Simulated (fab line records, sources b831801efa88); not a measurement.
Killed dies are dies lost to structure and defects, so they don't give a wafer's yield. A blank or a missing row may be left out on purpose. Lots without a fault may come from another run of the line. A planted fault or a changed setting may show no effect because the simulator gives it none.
Chamber matching | flow sfq_line | SFQ_TRILAYER_I4_CMP_CMP_100 on cmp-02: 4 sister chambers
The step polishes SiO2. 7 wafers are shown with their chamber, then 7 later ones without.

WAFERS WITH THEIR CHAMBER
wafer  | chamber | motor_current_A (A) | time_to_endpoint_s (s)
L804.3 | 3       | 10.7                | 228
L808.4 | 1       | 10.1                | 224
L814.2 | 0       | 11.2                | 227
L814.4 | 1       | 10.0                | 229
L814.6 | 2       | 10.8                | 242
L817.1 | 0       | 10.9                | 225
L817.2 | 2       | 10.5                | 214

WAFERS WITHOUT THEIR CHAMBER
wafer  | motor_current_A (A) | time_to_endpoint_s (s)
L817.5 | 11.2                | 223
L818.2 | 10.5                | 211
L818.3 | 9.9                 | 211
L818.5 | 11.0                | 214
L823.2 | 11.1                | 220
L823.4 | 9.8                 | 223
L823.6 | 10.4                | 230

WHICH CHAMBER EACH WENT THROUGH
wafer  | from the rows above               | in truth
L817.5 | can't be placed: 0 or 3           | 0
L818.2 | can't be placed: 2 or 3 or 1 or 0 | 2
L818.3 | 1                                 | 1
L818.5 | can't be placed: 0 or 3 or 2      | 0
L823.2 | can't be placed: 0 or 3           | 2
L823.4 | 1                                 | 1
L823.6 | can't be placed: 2 or 3 or 1      | 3
Placed correctly: 2 of 7. Can't be placed from these rows: 5 (the true chamber is among the candidates in 4). Placed wrongly: 0.
How it was worked out, from the rows above alone: a wafer's distance from a chamber is the root of the sum, over the readings, of the square of ((its reading less the chamber's mean) divided by the reading's scatter). The wafer belongs to the nearest chamber; if the next one is less than 2 further off, it can't be placed. A chamber's mean is the mean of its shown wafers. The scatter: the root of (the sum of the squares of (reading less its chamber's mean) over the shown wafers, divided by (wafers less chambers)).
